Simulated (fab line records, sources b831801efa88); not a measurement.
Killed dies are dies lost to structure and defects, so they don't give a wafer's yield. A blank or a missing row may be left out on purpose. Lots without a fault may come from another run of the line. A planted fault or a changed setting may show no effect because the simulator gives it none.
Split-lot experiment | flow sky130 | 5 lots, 23 wafers read, on a route of 708 steps

THE SPLIT
At SKY_SONOS_TUNNEL_IMPLANT_09, the setting energy_kev was moved away from the recipe's 20 on 10 of the 23 wafers read, by -1.8% to +5.6%. The other wafers ran this setting at the recipe's value.

The reading is taken at the split's own step.

THE READING
implant.drp_nm (the simulator's own value, which no gauge read), in nm, at SKY_SONOS_TUNNEL_IMPLANT_09. The file gives no usual value for it.

wafer  | tool, chamber at the split | energy_kev as run | against the recipe | implant.drp_nm, nm | against lot-mates on the recipe
L075.1 | implanter-02, 0            | 20                | recipe             | 28.34              | -
L075.2 | implanter-02, 0            | 20                | recipe             | 28.34              | -
L075.3 | implanter-02, 0            | 20                | recipe             | 28.34              | -
L075.5 | implanter-02, 0            | 21.13             | +5.6%              | 29.63              | +1.29
L075.6 | implanter-02, 0            | 21.13             | +5.6%              | 29.63              | +1.29
L076.2 | implanter-04, 0            | 20.54             | +2.7%              | 28.91              | +0.57
L076.3 | implanter-04, 0            | 20.54             | +2.7%              | 28.91              | +0.57
L076.5 | implanter-04, 0            | 20.54             | +2.7%              | 28.91              | +0.57
L076.4 | implanter-04, 0            | 20                | recipe             | 28.34              | -
L076.6 | implanter-04, 0            | 20                | recipe             | 28.34              | -
L079.3 | implanter-02, 0            | 20                | recipe             | 28.34              | -
L079.5 | implanter-02, 0            | 20                | recipe             | 28.34              | -
L079.6 | implanter-02, 0            | 20                | recipe             | 28.34              | -
L082.1 | implanter-02, 0            | 20                | recipe             | 28.34              | -
L082.4 | implanter-02, 0            | 20                | recipe             | 28.34              | -
L082.2 | implanter-02, 0            | 20.84             | +4.2%              | 29.26              | +0.92
L082.3 | implanter-02, 0            | 20.84             | +4.2%              | 29.26              | +0.92
L082.5 | implanter-02, 0            | 20.84             | +4.2%              | 29.26              | +0.92
L084.1 | implanter-04, 0            | 19.65             | -1.8%              | 27.99              | -0.35
L084.6 | implanter-04, 0            | 19.65             | -1.8%              | 27.99              | -0.35
L084.2 | implanter-04, 0            | 20                | recipe             | 28.34              | -
L084.4 | implanter-04, 0            | 20                | recipe             | 28.34              | -
L084.5 | implanter-04, 0            | 20                | recipe             | 28.34              | -

THE FIT
A straight line over all 23 wafers: implant.drp_nm changes by +0.221 nm for each +1% of energy_kev; r = +1.00; the points scatter about the line by 0.02 nm.
The same after taking each lot's own level away (the mean of its wafers on the recipe; 23 wafers): +0.221 nm for each +1%; r = +1.00; scatter 0.02 nm.
On that fit, the largest move of energy_kev shifts the reading by 1.2 nm.
The lots' own levels span 28.340 to 28.340 nm.
So the lot-to-lot level changes the slope little: the two slopes agree.
Check: with one of the wafers moved furthest among these (+5.6%) left out of the fit, the line predicts +1.24 nm for it against its lot-mates. It came out at +1.29 nm against them.

OTHER SPLITS ON THESE WAFERS
These wafers also went through other splits before the reading. Each is held against what the fit with the lots' levels taken away leaves over:
other split on the same wafers                | wafers away from the commonest value | r with implant.drp_nm (lot level and that fit taken away)
SKY_VT_ADJUST_HVTP_SOFTBAKE_03 temp_c         | 10                                   | +0.29
SKY_VT_ADJUST_HVTP_IMPLANT_09 dose_cm2        | 7                                    | -0.26
SKY_VT_ADJUST_LVTN_IMPLANT_08 dose_cm2        | 8                                    | +0.11
SKY_VT_ADJUST_LVTN_IMPLANT_19 energy_kev      | 7                                    | +0.03
SKY_VT_ADJUST_NCORE_DEVELOP_06 develop_time_s | 6                                    | -0.05
SKY_VT_ADJUST_HVTR_IMPLANT_09 dose_cm2        | 7                                    | -0.38
SKY_VT_ADJUST_PCH_SOFTBAKE_03 temp_c          | 10                                   | -0.35
SKY_VT_ADJUST_PCH_IMPLANT_08 dose_cm2         | 5                                    | -0.57

THE WHOLE CHAIN: every reading that the file lists as answering this split, in the file's order
step                        | what it does | reading                                                         | change (the file's fit)               | r (the file's)
SKY_SONOS_TUNNEL_IMPLANT_09 |              | implant.rp_nm (the simulator's own value, which no gauge read)  | +0.658 nm for each +1% of the setting | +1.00
SKY_SONOS_TUNNEL_IMPLANT_09 |              | implant.drp_nm (the simulator's own value, which no gauge read) | +0.223 nm for each +1% of the setting | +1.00

THE FILE'S OWN FIT
implant.drp_nm changes by +0.223 nm for each +1% of energy_kev, r = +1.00.
